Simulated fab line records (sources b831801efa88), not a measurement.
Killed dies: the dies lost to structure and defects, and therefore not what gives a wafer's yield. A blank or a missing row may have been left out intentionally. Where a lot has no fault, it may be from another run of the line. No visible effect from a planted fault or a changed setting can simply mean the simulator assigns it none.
Which of the tools did it? + flow gf180mcu + 7 lots (21 wafers sampled), 1 step of a 602-step route

WHAT THE GAUGES SHOWED, per wafer
GF_V5_THK_MEAS_01.
| lot  | measured     | on            | V5_CVD_00_THK (nm) |
|------|--------------|---------------|--------------------|
| L865 | day 26 17:58 | film metro-03 | 304.3 301.5 295.9  |
| L867 | day 27 07:13 | film metro-02 | 298.7 296.2 298.1  |
| L874 | day 29 12:49 | film metro-03 | 299.9 298.4 302.2  |
| L876 | day 30 02:32 | film metro-03 | 298.9 298.2 299.3  |
| L881 | day 31 15:19 | film metro-03 | 299.1 301.7 299.4  |
| L885 | day 32 10:07 | film metro-04 | 299.1 297.1 296.2  |
| L887 | day 32 22:52 | film metro-03 | 302.2 298.9 301.9  |

TOOL THAT RAN EACH LOT (tool first, then ch and the chambers of the sampled wafers, then the start)
Before these readings, the record contains no process step.

THE ANSWER, worked out from the rows above alone
Rule: what is usual is taken from the lots themselves. The widest of any qualifying gaps counts: lots, ordered by their means at a reading, are off when they make up no more than a third of the lots, leave a main group of 4 or more, and stand apart from it by 3 or more times the standard deviation of that group's means. A main group whose means are all the same, to the digits that the tables above print for the reading, isn't used. Also off: a lot with no number at a reading for which 4 or more lots have one. All remaining lots with rows at the step are treated as sound.
None of the lots is off at any reading shown; this tells nothing.

WHAT THE SIMULATOR PUT IN
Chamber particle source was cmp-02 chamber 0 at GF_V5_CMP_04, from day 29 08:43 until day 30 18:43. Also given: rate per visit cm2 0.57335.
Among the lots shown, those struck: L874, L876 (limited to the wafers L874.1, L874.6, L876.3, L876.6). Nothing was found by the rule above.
